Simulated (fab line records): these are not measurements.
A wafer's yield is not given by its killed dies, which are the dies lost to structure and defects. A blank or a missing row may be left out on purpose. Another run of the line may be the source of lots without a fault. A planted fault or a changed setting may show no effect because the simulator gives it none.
Chamber matching    flow sky130    SKY_POLY_GATE_ETCH_17 on rieSi-01 has 4 sister chambers
The step etches poly-Si in HBr/Cl2, stops on SiO2, target depth 180 nm, time 70.5 s. 8 wafers are shown with their chamber, then 8 later ones without.

== WAFERS WITH THEIR CHAMBER ==
wafer   chamber  drypumpMotorCurrentA (A)  oesProductAu (a.u.)
L411.2  0        5.47                      0.985
L413.1  0        5.44                      0.973
L413.3  2        5.93                      0.986
L413.6  2        5.93                      0.983
L415.1  1        5.86                      0.973
L415.2  3        6.30                      0.978
L415.6  3        6.30                      0.979
L417.4  1        5.89                      0.981

== WAFERS WITHOUT THEIR CHAMBER ==
wafer   drypumpMotorCurrentA (A)  oesProductAu (a.u.)
L417.5  6.29                      0.985
L417.6  5.91                      0.983
L418.2  5.86                      0.988
L418.5  5.95                      0.992
L418.6  5.91                      0.986
L421.2  6.28                      0.991
L421.4  5.49                      0.987
L421.5  5.85                      0.983

== WHICH CHAMBER EACH ONE RAN IN ==
wafer   from the rows above      in truth
L417.5  3                        3
L417.6  can't be placed: 2 or 1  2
L418.2  1                        1
L418.5  2                        2
L418.6  can't be placed: 2 or 1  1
L421.2  3                        3
L421.4  0                        0
L421.5  1                        1
Correct placement for 6 of the 8. Can't be placed from these rows: 2 (the true chamber is among the candidates in 2). Number placed wrongly: 0.
How it was worked out, from the rows above alone: a wafer's distance from a chamber is the root of the sum, over the readings, of the square of ((its reading less the chamber's mean) divided by the reading's scatter). The wafer belongs to the nearest chamber; if the next one is less than 2 further off, it can't be placed. The mean given for a chamber averages the wafers shown for that chamber. How the scatter is found: for the shown wafers, subtract from each reading the mean of its chamber, square and add these, divide the total by (wafers less chambers), then take the root.
